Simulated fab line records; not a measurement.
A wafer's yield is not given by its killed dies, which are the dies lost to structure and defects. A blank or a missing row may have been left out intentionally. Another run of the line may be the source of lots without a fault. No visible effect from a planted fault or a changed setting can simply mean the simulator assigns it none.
fab line records	flow sky130
[record] lots = 6	wafers = 18	last-day = 50
route steps=708 shown LI_CONTACT@364
lots that met no fault: from a run of the same line without faults
start-h: hours from the record's opening day to when the first of the lot's shown wafers began	wait-h: hours since the lot's step before	" same as the row above	L1.1+2: several wafers, shown together as one row	- value missing, or start not given	* or withheld: withheld	< > ~ a bound
route shown NAME@n: names a module that has steps shown in the file, with the first one's number in the route	usual: mean/standard deviation taken from wafers without a fault	same: alike in all rows	chamber/n: place in a boat	sites: readings site by site	_std_site: their standard deviation	_edge_site: the outer-site mean with the inner-site mean subtracted	radius-mm: how far each site lies from the wafer's centre	mask NAME#n: copy n	behind: the last tool/chamber to shape the wafer	hold: why the lot was held/for how many hours/how that ended	device: names the non-switching transistor (n, p or np)	end of line: the same wafers' tests at the end of the route	a step without rows: its recipe alone	killed: count of dies lost to structure and defects at first sort (not the wafer's yield)	map: the dies of a wafer, with x for killed, . for not killed, _ for no die there
set.NAME: the run value of the setting; set.NAME@STEP: its run value at that earlier step	model.NAME: the simulator's own value behind a step, which no gauge read
lots seen at some steps along the route; tables by step, rows by wafer
services: the hour from which a tool's chamber was out of use, counted from the record's first day as start-h (under 0 if before that day), plus the number of hours and why
[[steps]]
[step SKY_LI_CONTACT_CMP_02]
[recipe] material = PSG	down-force-psi = 4	platen-rpm = 60	pad-velocity-m-s = 0.94248
[usual] motor-current-A = 12.1/1.1	platen-rpm = 60.01/0.041	slurry-filter-dp-kPa = 13.52/0.13	time-to-endpoint-s = 31.2/2.5
lot.wafer	tool	chamber	start-h	wait-h	motor-current-A	platen-rpm	slurry-filter-dp-kPa	time-to-endpoint-s
L510.1	cmp-02	1	675.40	0.1	12.4	60.01	13.73	30.7
L510.2	"	2	"	"	11.1	60.05	13.56	32.7
L510.3	"	3	"	"	10.5	60.10	13.49	28.2
L511.3	cmp-01	0	678.14	0.0	12.3	59.99	13.61	27.2
L511.2	"	2	"	"	13.7	60.03	13.73	28.4
L511.6	"	0	"	"	12.2	59.96	13.41	25.9
L512.2	cmp-02	3	682.01	0.1	10.7	59.99	13.38	34.7
L512.1	"	0	"	"	14.2	60.03	13.54	35.5
L512.5	"	2	"	"	11.1	59.96	13.60	35.1
L515.4	cmp-01	3	704.40	0.1	11.5	59.95	13.54	26.4
L515.3	"	1	"	"	12.3	59.98	13.60	28.8
L515.6	"	2	"	"	12.9	60.01	13.35	29.9
L523.2	cmp-01	0	774.17	0.0	11.5	59.99	13.58	34.1
L523.1	"	1	"	"	12.0	60.04	13.48	34.9
L523.6	"	0	"	"	12.0	60.02	13.43	36.2
L530.1	cmp-01	3	819.64	0.1	10.5	60.03	13.47	30.2
L530.4	"	0	"	"	12.1	59.99	13.57	31.6
L530.6	"	3	"	"	10.9	60.00	13.46	33.7
[step SKY_LI_CONTACT_BOW_MEAS_03]
[recipe] mode = bow
[usual] LI_CONTACT_BOW = 55/7.3
lot.wafer	tool	chamber	start-h	wait-h	LI_CONTACT_BOW[um]
L510.1	film-metro-01	-	675.65	0.2	50
L510.2	"	-	"	"	55
L510.3	"	-	"	"	60
L511.2	film-metro-01	-	678.46	0.2	50
L511.3	"	-	"	"	54
L511.6	"	-	"	"	50
L512.1	film-metro-01	-	682.26	0.1	58
L512.2	"	-	"	"	57
L512.5	"	-	"	"	58
L515.3	film-metro-04	-	704.69	0.1	50
L515.4	"	-	"	"	41
L515.6	"	-	"	"	44
L523.1	film-metro-02	-	774.47	0.2	58
L523.2	"	-	"	"	56
L523.6	"	-	"	"	60
L530.1	film-metro-04	-	819.89	0.2	49
L530.4	"	-	"	"	56
L530.6	"	-	"	"	50
[step SKY_LI_CONTACT_DEHYDRATE_04]
[recipe] temp-c = 200	time-s = 60
[step SKY_LI_CONTACT_HMDS_05]
[recipe] prime-time-s = 60	prime-temp-c = 120
[step SKY_LI_CONTACT_COAT_06]
[recipe] resist = BARC	temp-c = withheld	time-s = withheld	spin-rpm = 3000	resist-thk-nm = 60
[step SKY_LI_CONTACT_COAT_07]
[recipe] resist = KrF-thick	spin-rpm = 3000	resist-thk-nm = 450
[step SKY_LI_CONTACT_SOFTBAKE_08]
[recipe] temp-c = 100	time-s = 90	resist = KrF-thick
[step SKY_LI_CONTACT_EXPOSE_09]
[recipe] mask-id = LICM1	na = 0.8	source-shape = annular	sigma-inner = 0.55	sigma-outer = 0.85	target-cd-nm = 170	dose-mj = 38
[step SKY_LI_CONTACT_PEB_10]
[recipe] peb-temp-c = withheld	peb-time-s = withheld	resist = KrF-thick
[step SKY_LI_CONTACT_DEVELOP_11]
[recipe] develop-time-s = 60	resist = KrF-thick	dev-temp-c = 21
[step SKY_LI_CONTACT_CD_MEAS_12]
[recipe] target-cd-nm = 170
[usual] cd-nm = 170.0/1.6
lot.wafer	tool	chamber	start-h	wait-h	cd-nm
L510.1	cd-sem-02	-	703.53	-	167.6
L510.2	"	-	"	"	169.2
L510.3	"	-	"	"	169.5
L511.2	cd-sem-01	-	705.99	-	167.7
L511.3	"	-	"	"	167.4
L511.6	"	-	"	"	167.0
L512.1	cd-sem-02	-	710.40	-	170.2
L512.2	"	-	"	"	171.5
L512.5	"	-	"	"	170.7
L515.3	cd-sem-01	-	732.17	-	171.7
L515.4	"	-	"	"	171.4
L515.6	"	-	"	"	171.1
L523.1	cd-sem-01	-	801.42	-	171.0
L523.2	"	-	"	"	170.1
L523.6	"	-	"	"	170.9
L530.1	cd-sem-02	-	846.69	-	172.7
L530.4	"	-	"	"	172.2
L530.6	"	-	"	"	171.8
[step SKY_LI_CONTACT_OVL_MEAS_13]
[usual] LI_CONTACT_OVL = 2/6
lot.wafer	tool	chamber	start-h	wait-h	LI_CONTACT_OVL[nm]
L510.1	overlay-02	-	703.65	0.1	0
L510.2	"	-	"	"	6
L510.3	"	-	"	"	1
L511.2	overlay-02	-	706.09	0.1	2
L511.3	"	-	"	"	-4
L511.6	"	-	"	"	7
L512.1	overlay-02	-	710.52	0.1	13
L512.2	"	-	"	"	7
L512.5	"	-	"	"	10
L515.3	overlay-01	-	732.27	0.1	0
L515.4	"	-	"	"	-1
L515.6	"	-	"	"	1
L523.1	overlay-01	-	801.54	0.1	10
L523.2	"	-	"	"	6
L523.6	"	-	"	"	3
L530.1	overlay-02	-	846.81	0.1	1
L530.4	"	-	"	"	3
L530.6	"	-	"	"	-1
[step SKY_LI_CONTACT_ETCH_14]
[recipe] chemistry = N2/H2	target = BARC	ion-energy-ev = 200	source-w = 500	bias-w = 100	pressure-mtorr = 30	n2-flow-sccm = 100	h2-flow-sccm = 200	stop-on = SiO2	time-s = 45.9	target-depth-a = 600
[usual] bias-w = 99.97/0.27	drypump-motor-current-A = 5.6/0.45	oes-product-au = 0.856/0.0049	run-length-s = 74.1/0.51	throttle-valve-pct = 13.224/0.0088
lot.wafer	tool	chamber	start-h	wait-h	bias-w	drypump-motor-current-A	oes-product-au	rf-hours-counter-h	run-length-s	throttle-valve-pct	model.KrF-thick_of_LI_CONTACT_COAT_07.thk-nm	model.SiO2_of_SONOS_ONO_CVD_04.thk-nm
L510.1	rie-diel-02	3	703.69	0.0	100.11	5.8	0.857	8	74.5	13.228	393.5	4.318
L510.2	"	1	"	"	100.14	6.1	0.860	3	74.0	13.246	395.1	4.297
L510.3	"	0	"	"	100.02	5.8	0.850	3	74.5	13.228	392.5	4.338
L511.2	rie-diel-04	1	706.12	0.0	99.86	6.8	0.867	11	73.7	13.224	393.7	4.131
L511.3	"	0	"	"	99.80	5.1	0.863	22	73.8	13.227	393.2	4.096
L511.6	"	2	"	"	99.65	5.6	0.849	-	74.5	13.219	393.1	4.016
L512.1	rie-diel-02	0	710.55	0.0	100.08	5.8	0.801	3	80.4	13.224	387.4	3.771
L512.2	"	1	"	"	100.20	6.0	0.853	3	74.0	13.236	396	3.93
L512.5	"	0	"	"	99.87	5.8	0.800	-	80.3	13.226	387.6	3.681
L515.3	rie-diel-02	0	732.29	0.0	100.02	5.8	0.803	4	80.5	13.220	388.1	4.105
L515.4	"	1	"	"	99.90	6.0	0.855	4	74.3	13.241	394.4	4.293
L515.6	"	2	"	"	100.00	5.5	0.850	-	74.6	13.229	394.6	4.241
L523.1	rie-diel-02	0	801.57	0.0	99.77	5.8	0.852	6	74.5	13.223	390.6	3.989
L523.2	"	1	"	"	99.78	6.0	0.857	6	73.9	13.206	390.6	3.988
L523.6	"	0	"	"	99.80	5.8	0.850	-	74.9	13.223	391.1	4.015
L530.1	rie-diel-01	2	846.84	0.0	99.44	5.4	0.854	6	73.6	13.223	394.8	4.185
L530.4	"	0	"	"	99.62	5.1	0.855	21	73.8	13.220	394.7	4.157
L530.6	"	2	"	"	99.84	5.4	0.850	-	73.5	13.221	395.3	4.103
[step SKY_LI_CONTACT_ETCH_15]
[recipe] target = PSG	chemistry = C4F8/O2/Ar	stop-on = Si	taper-deg = 4.15	mask-material = KrF-thick	source-w = 1500	bias-w = 1200	pressure-mtorr = 40	c4f8-flow-sccm = withheld	O2_flow_sccm = 6	Ar_flow_sccm = 300	time-s = withheld	target-depth-a = 6000
[usual] bias-w = 1200/3.2	oes-product-au = 0.837/0.0044
lot.wafer	tool	chamber	start-h	wait-h	bias-w	oes-product-au	model.KrF-thick_of_LI_CONTACT_COAT_07.thk-nm
L510.1	rie-diel-02	3	703.73	0.0	1203	0.831	234
L510.2	"	1	"	"	1201	0.838	236.6
L510.3	"	0	"	"	1196	0.840	230.3
L511.2	rie-diel-04	1	706.16	0.0	1199	0.835	234.2
L511.3	"	0	"	"	1203	0.839	233.9
L511.6	"	2	"	"	1201	0.836	232.9
L512.1	rie-diel-02	0	710.59	0.0	1200	0.836	226.8
L512.2	"	1	"	"	1198	0.831	237.7
L512.5	"	0	"	"	1200	0.835	225.7
L515.3	rie-diel-02	0	732.33	0.0	1200	0.835	223.7
L515.4	"	1	"	"	1201	0.831	233.8
L515.6	"	2	"	"	1199	0.837	235.2
L523.1	rie-diel-02	0	801.61	0.0	1202	0.842	228.5
L523.2	"	1	"	"	1199	0.843	230.4
L523.6	"	0	"	"	1198	0.842	227.8
L530.1	rie-diel-01	2	846.88	0.0	1201	0.831	234.1
L530.4	"	0	"	"	1200	0.836	233.2
L530.6	"	2	"	"	1199	0.836	234.5
[step SKY_LI_CONTACT_STRIP_16]
[recipe] chemistry = O2/N2	power-w = 1400	pressure-mtorr = 1500	platen-temp-c = withheld	o2-flow-sccm = 3000	n2-flow-sccm = 300	overash-fraction = 0.5
[usual] drypump-motor-current-A = 5.5/0.42	oes-product-au = 0.376/0.0048	strip-time-to-endpoint-s = 3.503/0.026
lot.wafer	tool	chamber	start-h	wait-h	drypump-motor-current-A	oes-product-au	rf-hours-counter-h	strip-time-to-endpoint-s
L510.1	plasma-asher-03	0	703.82	-	5.0	0.375	89	3.530
L510.2	"	1	"	"	5.8	0.380	89	3.538
L510.3	"	0	"	"	5.0	0.369	-	3.483
L511.2	plasma-asher-03	1	706.25	-	5.8	0.374	90	3.526
L511.3	"	0	"	"	5.0	0.376	-	3.529
L511.6	"	1	"	"	5.9	0.374	-	3.508
L512.1	plasma-asher-03	1	710.68	-	5.8	0.380	90	3.435
L512.2	"	0	"	"	5.0	0.383	90	3.578
L512.5	"	0	"	"	5.0	0.365	-	3.438
L515.3	plasma-asher-04	0	732.45	-	5.1	0.377	-	3.414
L515.4	"	1	"	"	5.1	0.377	-	3.521
L515.6	"	1	"	"	5.1	0.380	-	3.543
L523.1	plasma-asher-03	0	801.70	-	5.0	0.380	99	3.461
L523.2	"	1	"	"	5.9	0.379	99	3.480
L523.6	"	1	"	"	5.8	0.377	-	3.451
L530.1	plasma-asher-01	0	846.97	-	6.1	0.371	12	3.526
L530.4	"	1	"	"	5.4	0.376	-	3.519
L530.6	"	1	"	"	5.4	0.379	-	3.521
[step SKY_LI_CONTACT_CLEAN_17]
[recipe] chemistry = NMP	time-s = 600	temp-c = 60	dry = n2-spin
[[services]]
tool	chamber	start-h	hours	kind
rie-diel-02	2	673.69	32.9	repair
plasma-asher-03	-	682.08	7.2	repair
rie-diel-01	0	685.59	11.3	repair
rie-diel-02	1	688.24	5.6	repair
rie-diel-02	2	706.60	-	clean
rie-diel-02	2	706.60	18.1	scheduled-down
rie-diel-02	2	706.60	18.1	vent-cycle
rie-diel-01	-	709.57	2.8	pm
cmp-01	-	714.46	2.6	repair
plasma-asher-01	-	733.75	9.0	pm
plasma-asher-01	0	733.75	9.0	vent-cycle
plasma-asher-01	1	733.75	9.0	vent-cycle
cmp-02	-	733.94	2.8	repair
cmp-01	-	744.13	4.0	pm
cmp-02	-	744.29	1.5	repair
cmp-01	-	748.13	-	consumable-replace:conditioner
cmp-01	-	748.13	-	consumable-replace:pad
cmp-01	-	761.53	3.9	repair
plasma-asher-04	-	798.49	77.9	repair
cmp-02	-	817.57	0.8	repair
plasma-asher-03	-	821.21	1.3	repair
rie-diel-04	-	824.83	14.6	pm
cmp-02	-	837.78	4.6	pm
plasma-asher-04	-	845.96	0.9	repair
[[key]]
[first-sign] step = SKY_LI_CONTACT_ETCH_14	reading = run-length-s	direction = up	sigmas = 12	usual = *	struck = *
[effect] step = SKY_LI_CONTACT_ETCH_14	reading = oes-product-au	direction = down	sigmas = 11	usual = 0.856	struck = 0.801
[effect] step = SKY_LI_CONTACT_STRIP_16	reading = strip-time-to-endpoint-s	direction = down	sigmas = 2.8	usual = *	struck = *
[model-effect] step = SKY_LI_CONTACT_ETCH_14	value = KrF-thick_of_LI_CONTACT_COAT_07.thk-nm	without = 393.2	struck = 387.7
[model-effect] step = SKY_LI_CONTACT_ETCH_15	value = KrF-thick_of_LI_CONTACT_COAT_07.thk-nm	without = 230.9	struck = 225.4
met-at SKY_LI_CONTACT_ETCH_14
struck-wafers L512.1,L512.5,L515.3
tester-left-out L512,L515
onset-between 703.69 710.55
[fault] kind = process-parameter-drift	tool = rie-diel-02	chamber = 0	onset-h = 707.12	steps = SKY_LI_CONTACT_ETCH_14	channel = time-s	offset = *	shape = step	end-h = 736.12	acts-in = *	stated = *
// tester-left-out: of these lots the tester's yield and bins aren't shown, on N5 and GAA mostly nor the transistor test; their killed dies are dies lost to structure and defects alone, not to doping, threshold or leakage, so they don't give the yield
